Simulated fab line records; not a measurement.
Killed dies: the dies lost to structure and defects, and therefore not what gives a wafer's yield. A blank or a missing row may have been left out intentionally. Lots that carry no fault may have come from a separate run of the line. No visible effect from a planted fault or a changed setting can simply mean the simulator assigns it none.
Code-filled problem report in 8D (eight disciplines) form ; flow gf180mcu ; the parts of the form that need people (team, actions taken, sign-off) are left out

1. THE PROBLEM
cathode-dc-power-W at GF_M1_SPUTTER_02 reads a mean of 10940 W on 6 wafers of 2 lots; wafers without a fault read 10600 W with a standard deviation of 1.9. So: +99 or more standard deviations from the usual mean.
The step: material AlCu, target thk 450 nm, time 23.9 s.
Earliest sighting: wafer L919.1 on pvd-sputter-04 at day 21 04:07. The record holds 39 wafers of 13 lots with a number at this step. Rule for "out", or "out of limits": more than 4 standard deviations from the usual mean. The rest of the wafers with a number are treated as sound.

2. WHAT IT IS AND WHAT IT IS NOT
question;is;is not
which readings at this step;cathode-dc-power-W;throttle-valve-pct
which lots;L919, L922;L908, L911, L912, L913, L914, L915, L916, L918, L925, L927, L928
which wafers of those lots;all that have a number;-
read on which tools;pvd-sputter-04;pvd-sputter-01, pvd-sputter-02
when;from day 21 04:07;"up to then (21 sound wafers); but 12 sound wafers of L918, L925, L927, L928 came after"

3. THE SUSPECTS, EACH WITH WHAT RULES IT OUT
Counting: a tool stays on the suspect list if, at a process step up to the reading, it processed all lots that are out and no sound lot following the first of them.
- pvd-sputter-04 at GF_M1_SPUTTER_00 (material Ti, target thk 37.5 nm, time 150 s): kept. It ran every lot that is out, first L919 (day 21 03:59), and no sound lot after that; its last sound lot up to then is L913 (day 19 20:50).
- pvd-sputter-04 at GF_M1_SPUTTER_02 (material AlCu, target thk 450 nm, time 23.9 s): kept. It ran every lot that is out, first L919 (day 21 04:07), and no sound lot after that; its last sound lot up to then is L913 (day 19 20:58). Its own readings are out on those wafers: cathode-dc-power-W.
Remaining after the count are pvd-sputter-04 at GF_M1_SPUTTER_00 and pvd-sputter-04 at GF_M1_SPUTTER_02.

4. THE CAUSE (what the simulator had put in)
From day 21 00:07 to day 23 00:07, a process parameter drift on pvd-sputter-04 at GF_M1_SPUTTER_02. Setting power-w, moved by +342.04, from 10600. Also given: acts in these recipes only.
2 suspects survive the count, and this tool is in that group.

5. THE CHAIN OF EFFECTS, in route order
Rows list readings where the struck wafers' mean (over those with a number) sits beyond 3 standard deviations from the usual. Readings are gone through only where the record gives a usual standard deviation; hours: the median, over the lots, of the time from a lot's start at the first step in this table giving one to that lot's start at this step; sigmas: the change measured in usual standard deviations.
hours;step;reading;usual;on struck wafers;change;sigmas
0;GF_M1_SPUTTER_02;cathode-dc-power-W;10600 W;10940;+340;+99 or more
It contains these process steps:
- GF_M1_SPUTTER_02: material AlCu, target thk 450 nm, time 23.9 s.

6. WHAT WOULD HAVE CAUGHT IT SOONER
First out-of-limits reading in this record: day 21 04:07, which is 4 hours after fault onset at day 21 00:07.
